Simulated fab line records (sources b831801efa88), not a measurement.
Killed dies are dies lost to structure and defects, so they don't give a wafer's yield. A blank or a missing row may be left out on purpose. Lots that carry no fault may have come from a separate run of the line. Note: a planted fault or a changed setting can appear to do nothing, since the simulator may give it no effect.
Chamber matching	flow gf180mcu	4 sister chambers for GF_V3_ETCH_16 on rieDiel-04
The step etches BARC in N2/H2. 18 wafers are shown with their chamber, then 9 later ones without.

== WAFERS, EACH WITH ITS CHAMBER ==
wafer	chamber	oesProductAu (a.u.)	throttleValvePct (%)
L079.2	1	0.856	13.224
L079.4	2	0.852	13.240
L079.5	3	0.858	13.233
L080.1	2	0.848	13.225
L080.5	2	0.852	13.226
L080.6	1	0.864	13.213
L081.3	1	0.866	13.234
L081.4	0	0.852	13.216
L081.5	3	0.859	13.211
L088.1	3	0.865	13.226
L088.4	3	0.854	13.220
L088.6	0	0.854	13.226
L089.1	1	0.853	13.216
L089.4	1	0.854	13.210
L089.6	3	0.858	13.210
L093.3	3	0.860	13.241
L093.4	0	0.853	13.231
L093.5	2	0.851	13.217

SIGNATURES, as means of the wafers listed above
reading	chamber 0	chamber 1	chamber 2	chamber 3	scatter within a chamber
oesProductAu	0.85300	0.85860	0.85075	0.85900	0.00396
throttleValvePct	13.22433	13.21940	13.22700	13.22350	0.0104
Rule: a wafer lies at a distance from a chamber equal to the root of the sum of squares, over the readings, of (its reading less the chamber's mean, divided by the reading's scatter). If the next closest chamber is less than 2 further off than the closest, the wafer can't be placed; otherwise it belongs to the closest. The scatter is the square root of a quotient: the sum, over the shown wafers, of each reading's squared deviation from its chamber's mean, divided by wafers minus chambers.

== WAFERS WHOSE CHAMBER IS MISSING ==
wafer	oesProductAu (a.u.)	throttleValvePct (%)
L095.1	0.847	13.221
L095.3	0.859	13.212
L095.6	0.855	13.210
L097.1	0.851	13.218
L097.2	0.857	13.222
L097.3	0.853	13.223
L097.4	0.850	13.232
L097.5	0.852	13.216
L097.6	0.847	13.209

== CHAMBER TAKEN BY EACH ==
wafer	from the rows above	in truth
L095.1	can't be placed: 2 or 0 or 1 or 3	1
L095.3	can't be placed: 1 or 3 or 0 or 2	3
L095.6	can't be placed: 1 or 0 or 3 or 2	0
L097.1	can't be placed: 0 or 2 or 1 or 3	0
L097.2	can't be placed: 1 or 3 or 0 or 2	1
L097.3	can't be placed: 0 or 2 or 1 or 3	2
L097.4	can't be placed: 2 or 0 or 3 or 1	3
L097.5	can't be placed: 0 or 2 or 1 or 3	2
L097.6	can't be placed: 2 or 0 or 1 or 3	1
Correct placement for 0 of the 9. Not placeable from these rows: 9 (in 9, the candidates include the true chamber). Wrongly placed: 0.
